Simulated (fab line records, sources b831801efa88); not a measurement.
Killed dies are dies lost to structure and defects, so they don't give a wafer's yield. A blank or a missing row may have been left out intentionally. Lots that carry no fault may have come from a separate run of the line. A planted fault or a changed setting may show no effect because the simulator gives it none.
Commonality check across tools | flow sky130 | Sample size 12 lots and 36 wafers

## REASON IT WAS OPENED
2 of 12 lots carry a flag on the reading LDD_HVP_TW at SKY_LDD_HVP_TW_MEAS_10. Fault-free wafers read 458, with a standard deviation of 5.4.
Rule: flag the lot when none of its wafers has a number, or when each of its wafers that has one lies beyond 4 standard deviations from that mean. The rest of the lots are taken to be sound.

lot  | measured     | on            | LDD_HVP_TW, wafer by wafer | flag
L323 | day 21 18:01 | film-metro-01 | 464 463 462                |
L325 | day 22 13:55 | film-metro-01 | 460 460 463                |
L326 | day 22 22:51 | film-metro-03 | 456 456 456                |
L327 | day 23 02:53 | film-metro-03 | 455 456 456                |
L329 | day 23 21:46 | film-metro-01 | 463 465 463                |
L331 | day 24 15:46 | film-metro-01 | 465 466 467                |
L330 | day 24 17:45 | film-metro-01 | 464 466 465                |
L338 | day 27 04:06 | film-metro-01 | 766 764 765                | FLAGGED
L340 | day 27 22:58 | film-metro-01 | 764 767 761                | FLAGGED
L342 | day 28 18:25 | film-metro-02 | 449 452 448                |
L344 | day 29 06:56 | film-metro-01 | 462 465 463                |
L345 | day 29 09:43 | film-metro-03 | 452 454 449                |
Average over the flagged lots: 764; offset from the usual +306, equal to +57 standard deviations.

## WHICH TOOL RAN EACH LOT
2 process steps preceding the reading are held in the record, out of 708 steps in the route. Cell contents, in order: the tool; ch with the chambers the sampled wafers went through; the start.
lot  | flag    | SKY_LDD_HVP_IMPLANT_08          | SKY_LDD_HVP_STRIP_09
L323 |         | implanter-02 ch 0, day 21 17:46 | plasma-asher-04 ch 0,1, day 21 17:54
L325 |         | implanter-04 ch 0, day 22 13:41 | plasma-asher-02 ch 0,1, day 22 13:48
L326 |         | implanter-02 ch 0, day 22 22:36 | plasma-asher-02 ch 0,1, day 22 22:45
L327 |         | implanter-02 ch 0, day 23 02:39 | plasma-asher-02 ch 0,1, day 23 02:46
L329 |         | implanter-02 ch 0, day 23 21:32 | plasma-asher-04 ch 0,1, day 23 21:39
L331 |         | implanter-04 ch 0, day 24 15:32 | plasma-asher-03 ch 0,1, day 24 15:39
L330 |         | implanter-04 ch 0, day 24 17:30 | plasma-asher-04 ch 0,1, day 24 17:39
L338 | FLAGGED | implanter-04 ch 0, day 27 03:51 | plasma-asher-02 ch 0,1, day 27 04:00
L340 | FLAGGED | implanter-04 ch 0, day 27 22:45 | plasma-asher-04 ch 0,1, day 27 22:53
L342 |         | implanter-02 ch 0, day 28 18:12 | plasma-asher-03 ch 0,1, day 28 18:20
L344 |         | implanter-03 ch 0, day 29 06:44 | plasma-asher-03 ch 0,1, day 29 06:50
L345 |         | implanter-02 ch 0, day 29 09:28 | plasma-asher-02 ch 0,1, day 29 09:36
What the steps here do:
- SKY_LDD_HVP_IMPLANT_08
- SKY_LDD_HVP_STRIP_09: strips in O2/N2.
- SKY_LDD_HVP_TW_MEAS_10

## FLAGGED AGAINST TOTAL, ONE TOOL AT A TIME (gauges that did the reading follow at the end)
step                   | tool            | lots run | flagged | share of the flagged lots | sound lots run after its first flagged lot
SKY_LDD_HVP_IMPLANT_08 | implanter-02    | 6        | 0       | none                      | -
SKY_LDD_HVP_IMPLANT_08 | implanter-03    | 1        | 0       | none                      | -
SKY_LDD_HVP_IMPLANT_08 | implanter-04    | 5        | 2       | all                       | 0
SKY_LDD_HVP_STRIP_09   | plasma-asher-02 | 5        | 1       | some                      | 1 (L345)
SKY_LDD_HVP_STRIP_09   | plasma-asher-03 | 3        | 0       | none                      | -
SKY_LDD_HVP_STRIP_09   | plasma-asher-04 | 4        | 1       | some                      | 0
SKY_LDD_HVP_TW_MEAS_10 | film-metro-01   | 8        | 2       | all                       | 1 (L344)
SKY_LDD_HVP_TW_MEAS_10 | film-metro-02   | 1        | 0       | none                      | -
SKY_LDD_HVP_TW_MEAS_10 | film-metro-03   | 3        | 0       | none                      | -

## THE TABLE: WHAT IT ALLOWS
Rows of the table that ran all the flagged lots, 2 in number: implanter-04 at SKY_LDD_HVP_IMPLANT_08; film-metro-01 at SKY_LDD_HVP_TW_MEAS_10.
- implanter-04 at SKY_LDD_HVP_IMPLANT_08: 2 of its 5 lots flagged. A fault beginning between L330 (day 24 17:30), its last sound lot, and L338 (day 27 03:51), its first flagged one, fits the data. Its own readings lie more than 4 standard deviations out on every wafer of the flagged lots: dose-ions-cm2, faraday-current-uA.
- film-metro-01 at SKY_LDD_HVP_TW_MEAS_10: 2 of its 8 lots flagged. Lots that were sound ran on it after the first flagged one (L344); a persistent fault on the entire tool would not allow that.
Left over: one tool, implanter-04 at SKY_LDD_HVP_IMPLANT_08.

## WHAT THE SIMULATOR HAD INSERTED
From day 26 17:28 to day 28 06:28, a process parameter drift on implanter-04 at SKY_LDD_HVP_IMPLANT_08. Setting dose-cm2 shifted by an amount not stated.
Shown lots that were struck: L338, L340. The rule given above showed the same thing.
